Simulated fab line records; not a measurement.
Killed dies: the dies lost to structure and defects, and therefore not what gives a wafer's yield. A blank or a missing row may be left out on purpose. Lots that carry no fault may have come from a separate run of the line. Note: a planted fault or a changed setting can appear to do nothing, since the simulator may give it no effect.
Which tool did it?    flow sky130    Sampling: 14 lots, 42 wafers, 4 of 708 route steps

## WHAT THE GAUGES SHOWED, per wafer
SKY_VT_ADJUST_HVTP_CD_MEAS_07 targets a cd of 380 nm. Usual: cdNm 379.8 nm, standard deviation 2.1.
lot   measured      on        cdNm (nm)          flag
L936  day 6 06:38   cdSem-01  380.9 381.1 381.7  
L937  day 6 12:37   cdSem-01  378.4 378.2 378.6  
L938  day 6 20:00   cdSem-01  380.5 380.8 380.5  
L939  day 7 02:02   cdSem-02  381.3 380.5 381.0  
L941  day 7 11:27   cdSem-01  379.2 377.3 375.5  
L942  day 7 17:37   cdSem-01  377.7 376.2 378.2  
L943  day 8 05:39   cdSem-02  378.2 377.3 378.7  
L944  day 8 20:13   cdSem-01  380.7 380.7 381.6  
L945  day 9 04:55   cdSem-01  382.4 382.5 380.1  
L946  day 9 05:41   cdSem-01  378.5 379.5 379.4  
L947  day 9 12:37   cdSem-02  380.3 382.5 382.4  
L949  day 9 18:14   cdSem-01  377.5 380.5 377.7  
L951  day 10 07:25  cdSem-02  383.8 380.3 380.3  
L954  day 11 02:10  cdSem-01  381.0 381.9 383.1  

SKY_VT_ADJUST_PCH_TW_MEAS_10. Usual: VT_ADJUST_PCH_TW typically reads 141.4, with standard deviation 0.76.
lot   measured      on            VT_ADJUST_PCH_TW   flag
L936  day 10 17:09  filmMetro-02  142.7 142.2 142.2  
L937  day 11 00:13  filmMetro-04  142.0 142.1 142.3  
L938  day 11 07:23  filmMetro-03  141.7 141.3 141.7  
L939  day 11 16:24  filmMetro-02  140.9 141.4 141.3  
L941  day 12 02:13  filmMetro-02  141.8 142.9 142.1  
L942  day 12 09:01  filmMetro-02  142.4 141.9 142.2  
L943  day 13 02:14  filmMetro-02  142.2 142.9 142.7  
L944  day 13 20:13  filmMetro-04  139.8 139.5 140.7  
L945  day 14 05:44  filmMetro-03  140.6 141.7 141.8  
L946  day 14 07:31  filmMetro-02  141.9 142.7 142.2  
L947  day 14 13:14  filmMetro-04  140.3 140.9 141.2  
L949  day 14 22:27  filmMetro-04  140.8 140.2 140.6  
L951  day 15 13:01  filmMetro-02  141.8 141.1 140.9  
L954  day 16 11:25  filmMetro-04  140.3 141.3 141.6  

SKY_LDD_N_OVL_MEAS_07. Usual: LDD_N_OVL typically reads 1.5 nm, with standard deviation 1.3.
lot   measured      on          LDD_N_OVL (nm)  flag
L936  day 17 22:29  overlay-02  1.3 2.0 2.3     
L937  day 18 10:29  overlay-02  1.4 2.5 2.0     
L938  day 18 17:34  overlay-02  1.8 1.7 -0.7    
L939  day 19 05:57  overlay-01  -0.6 -0.3 -0.1  
L941  day 20 03:29  overlay-01  0.8 -0.9 -0.3   
L942  day 20 15:34  overlay-02  0.9 0.6 1.0     
L943  day 21 00:53  overlay-01  2.6 2.7 1.9     
L944  day 21 23:01  overlay-02  1.8 -0.2 -1.0   
L945  day 22 07:13  overlay-01  2.8 0.7 0.9     
L946  day 22 11:50  overlay-02  1.7 4.2 2.9     
L947  day 22 19:03  overlay-01  2.8 1.8 3.8     
L949  day 23 04:46  overlay-01  1.9 0.6 1.5     

## TOOL THAT RAN EACH LOT (tool first, then ch and the chambers of the sampled wafers, then the start)
lot   SKY_GATE_OXIDE_WET_ETCH_12
L936  wetBench-04 ch 0, day 14 02:37
L937  wetBench-04 ch 0, day 14 09:29
L938  wetBench-01 ch 2, day 14 19:22
L939  wetBench-01 ch 1, day 15 05:37
L941  wetBench-04 ch 1, day 15 19:20
L942  wetBench-04 ch 2, day 16 00:20
L943  wetBench-02 ch 2, day 16 20:38
L944  wetBench-02 ch 3, day 17 19:20
L945  wetBench-02 ch 0, day 18 01:28
L946  wetBench-04 ch 3, day 18 06:49
L947  wetBench-04 ch 1, day 18 13:08
L949  wetBench-01 ch 3, day 19 00:49
L951  wetBench-04 ch 3, day 19 14:01
L954  wetBench-04 ch 0, day 20 16:44
- SKY_GATE_OXIDE_WET_ETCH_12: etches SiO2 in dHF, target depth 16.8 nm, time 336 s.

## AS READ BY THE TOOLS THEMSELVES (means over the sampled wafers that have a number; for cases with no such wafer, the mark the record gives instead)
SKY_GATE_OXIDE_WET_ETCH_12. Usual: runLengthS 363 s, standard deviation 3.
lot   tool         runLengthS (s)  flag
L936  wetBench-04  368             
L937  wetBench-04  361             
L938  wetBench-01  363             
L939  wetBench-01  363             
L941  wetBench-04  362             
L942  wetBench-04  369             
L943  wetBench-02  361             
L944  wetBench-02  369             
L945  wetBench-02  369             
L946  wetBench-04  362             
L947  wetBench-04  362             
L949  wetBench-01  360             
L951  wetBench-04  131             OFF
L954  wetBench-04  131             OFF

## THE ANSWER, worked out from the rows above alone
Rule: a lot is off if the mean of its wafers that have a number lies more than 3 standard deviations from the usual mean. A lot without any number at a reading at which 4 lots or more have one is off too. The other lots that the step has rows for count as sound. The gauges are gone through in route order, then the tools' own readings, and for those a lot's mean is taken as printed above. The first step at which some lot is off is used, and at that step the reading that is off furthest; a lot without a number counts as furthest.
Off at SKY_GATE_OXIDE_WET_ETCH_12 (runLengthS): L951, L954.
If a tool, at that step or one of the process steps before it, ran each lot that is off and ran no sound lot following the first of them, it fits. One candidate fits, namely wetBench-04 at SKY_GATE_OXIDE_WET_ETCH_12. Its last sound lot is L947 (day 18 13:08), its first lot that is off L951 (day 19 14:01): a fault that began between those two fits.
The tool's own readings at SKY_GATE_OXIDE_WET_ETCH_12 bear it out: on the lots that are off they differ by more than 5 times the standard deviation of the sound lots' means. runLengthS reads 131 s there against 364 s on the sound lots.

## WHAT THE SIMULATOR HAD INSERTED
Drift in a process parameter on wetBench-04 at SKY_GATE_OXIDE_WET_ETCH_12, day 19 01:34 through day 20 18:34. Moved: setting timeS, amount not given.
Lots struck among those shown: L951, L954. Same finding as the rule above.
